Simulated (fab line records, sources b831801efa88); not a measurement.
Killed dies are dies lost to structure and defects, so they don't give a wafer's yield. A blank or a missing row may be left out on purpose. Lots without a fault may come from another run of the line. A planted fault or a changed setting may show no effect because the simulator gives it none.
Which tool did it? | flow gf180mcu | 11 lots, 33 wafers sampled, at 4 steps of a route of 602

WHAT THE GAUGES READ, wafer by wafer
GF_M2_CD_MEAS_14: target cd 280 nm. Usual: cd_nm 280.0 nm, standard deviation 1.1.
lot  | measured     | on        | cd_nm (nm)                          | flag
L638 | day 19 12:29 | cd_sem-01 | 281.1 279.8 279.2                   |
L639 | day 19 22:29 | cd_sem-02 | 279.5 279.9 279.8                   |
L641 | day 20 22:24 | cd_sem-02 | 280.3 279.3 279.6                   |
L642 | day 21 05:06 | cd_sem-02 | 281.4 281.5 281.3                   |
L643 | day 21 11:34 | cd_sem-02 | 281.9 280.8 282.5                   |
L644 | day 21 21:17 | cd_sem-02 | 279.2 279.3 278.6                   |
L645 | day 22 07:15 | cd_sem-01 | 278.9 279.2 280.7                   |
L646 | day 22 16:13 | cd_sem-01 | 279.9 281.3 280.1                   |
L651 | day 24 21:19 | cd_sem-02 | 278.3 274.5 232.6 278.0 274.0 232.7 | OFF
L659 | day 27 03:43 | cd_sem-02 | 278.6 278.7 278.3                   |
L660 | day 27 06:23 | cd_sem-01 | 278.9 278.8 278.4                   |

WHICH TOOL RAN EACH LOT (tool, then ch and the chambers of the sampled wafers, then the start)
lot  | GF_M2_SPUTTER_02             | GF_M2_SPUTTER_04             | GF_M2_EXPOSE_11
L638 | pvd_sputter-01, day 18 12:01 | pvd_sputter-01, day 18 12:04 | krf_scanner-01 ch 0, day 19 00:37
L639 | pvd_sputter-02, day 18 22:20 | pvd_sputter-02, day 18 22:23 | krf_scanner-01 ch 0, day 19 10:50
L641 | pvd_sputter-03, day 19 21:47 | pvd_sputter-03, day 19 21:50 | krf_scanner-02 ch 0, day 20 10:36
L642 | pvd_sputter-03, day 20 04:44 | pvd_sputter-03, day 20 04:47 | krf_scanner-02 ch 0, day 20 16:51
L643 | pvd_sputter-01, day 20 11:43 | pvd_sputter-01, day 20 11:46 | krf_scanner-02 ch 0, day 20 23:37
L644 | pvd_sputter-01, day 20 21:18 | pvd_sputter-01, day 20 21:21 | krf_scanner-02 ch 0, day 21 09:38
L645 | pvd_sputter-03, day 21 07:08 | pvd_sputter-03, day 21 07:11 | krf_scanner-01 ch 0, day 21 19:31
L646 | pvd_sputter-02, day 21 16:38 | pvd_sputter-02, day 21 16:41 | krf_scanner-01 ch 0, day 22 05:07
L651 | pvd_sputter-02, day 23 23:00 | pvd_sputter-02, day 23 23:03 | krf_scanner-02 ch 0, day 24 10:29
L659 | pvd_sputter-01, day 26 07:01 | pvd_sputter-01, day 26 07:04 | krf_scanner-02 ch 0, day 26 17:34
L660 | pvd_sputter-02, day 26 09:56 | pvd_sputter-02, day 26 09:59 | krf_scanner-01 ch 0, day 26 20:40
- GF_M2_SPUTTER_02: material AlCu, target thk 450 nm, time 23.9 s.
- GF_M2_SPUTTER_04: material TiN, target thk 50 nm, time 41.7 s.
- GF_M2_EXPOSE_11: exposes mask Metal2, target cd 280 nm.

WHAT THE TOOLS THEMSELVES READ (means of the sampled wafers that have a number; where no wafer has one, the mark that the record gives instead)
GF_M2_SPUTTER_02. Usual: chamber_pressure_pa 0.4001 Pa, standard deviation 0.00078; throttle_valve_pct 30.4 %, standard deviation 0.84.
lot  | tool           | chamber_pressure_pa (Pa) | throttle_valve_pct (%) | flag
L638 | pvd_sputter-01 | 0.4000                   | 30.1                   |
L639 | pvd_sputter-02 | 0.4007                   | 30.5                   |
L641 | pvd_sputter-03 | 0.4004                   | 30.9                   |
L642 | pvd_sputter-03 | 0.4011                   | 30.9                   |
L643 | pvd_sputter-01 | 0.4000                   | 29.4                   |
L644 | pvd_sputter-01 | 0.4003                   | 29.5                   |
L645 | pvd_sputter-03 | 0.4006                   | 31.5                   |
L646 | pvd_sputter-02 | 0.3996                   | 30.7                   |
L651 | pvd_sputter-02 | 0.4000                   | 30.6                   |
L659 | pvd_sputter-01 | 0.3998                   | 29.5                   |
L660 | pvd_sputter-02 | 0.4005                   | 30.5                   |

GF_M2_SPUTTER_04. Usual: chamber_pressure_pa 0.4000 Pa, standard deviation 0.00074; throttle_valve_pct 30.4 %, standard deviation 0.85.
lot  | tool           | chamber_pressure_pa (Pa) | throttle_valve_pct (%) | flag
L638 | pvd_sputter-01 | 0.4005                   | 30.1                   |
L639 | pvd_sputter-02 | 0.3995                   | 30.5                   |
L641 | pvd_sputter-03 | 0.3999                   | 30.9                   |
L642 | pvd_sputter-03 | 0.4002                   | 30.9                   |
L643 | pvd_sputter-01 | 0.3996                   | 29.4                   |
L644 | pvd_sputter-01 | 0.3999                   | 29.6                   |
L645 | pvd_sputter-03 | 0.4000                   | 31.5                   |
L646 | pvd_sputter-02 | 0.4001                   | 30.7                   |
L651 | pvd_sputter-02 | 0.4001                   | 30.7                   |
L659 | pvd_sputter-01 | 0.3998                   | 29.5                   |
L660 | pvd_sputter-02 | 0.3995                   | 30.8                   |

GF_M2_EXPOSE_11. Usual: exposure_dose_mJ_cm2 28.28, standard deviation 0.26; focus_offset_nm 0.1 nm, standard deviation 0.59.
lot  | tool           | exposure_dose_mJ_cm2 | focus_offset_nm (nm) | flag
L638 | krf_scanner-01 | 28.52                | 0.1                  |
L639 | krf_scanner-01 | 28.51                | -0.9                 |
L641 | krf_scanner-02 | 28.05                | -0.5                 |
L642 | krf_scanner-02 | 28.03                | 0.2                  |
L643 | krf_scanner-02 | 28.00                | 0.4                  |
L644 | krf_scanner-02 | 28.03                | 0.4                  |
L645 | krf_scanner-01 | 28.46                | 1.2                  |
L646 | krf_scanner-01 | 28.55                | 0.1                  |
L651 | krf_scanner-02 | 27.15                | 0.6                  | OFF
L659 | krf_scanner-02 | 28.02                | -0.0                 |
L660 | krf_scanner-01 | 28.51                | 0.1                  |

THE ANSWER, worked out from the rows above alone
Rule: a lot is off if the mean of its wafers that have a number lies more than 3 standard deviations from the usual mean. A lot without any number at a reading at which 4 lots or more have one is off too. The other lots that the step has rows for count as sound. The gauges are gone through in route order, then the tools' own readings, and for those a lot's mean is taken as printed above. The first step at which some lot is off is used, and at that step the reading that is off furthest; a lot without a number counts as furthest.
Off: L651, at GF_M2_CD_MEAS_14 (cd_nm).
A tool fits if, at a process step before that reading, it ran every lot that is off, and no sound lot after the first of them. The gauges at GF_M2_CD_MEAS_14 aren't tried: what is off there is off at GF_M2_EXPOSE_11 too, on other tools, and a gauge's error can't cause that. None of those tried fits.

WHAT THE SIMULATOR HAD PUT IN
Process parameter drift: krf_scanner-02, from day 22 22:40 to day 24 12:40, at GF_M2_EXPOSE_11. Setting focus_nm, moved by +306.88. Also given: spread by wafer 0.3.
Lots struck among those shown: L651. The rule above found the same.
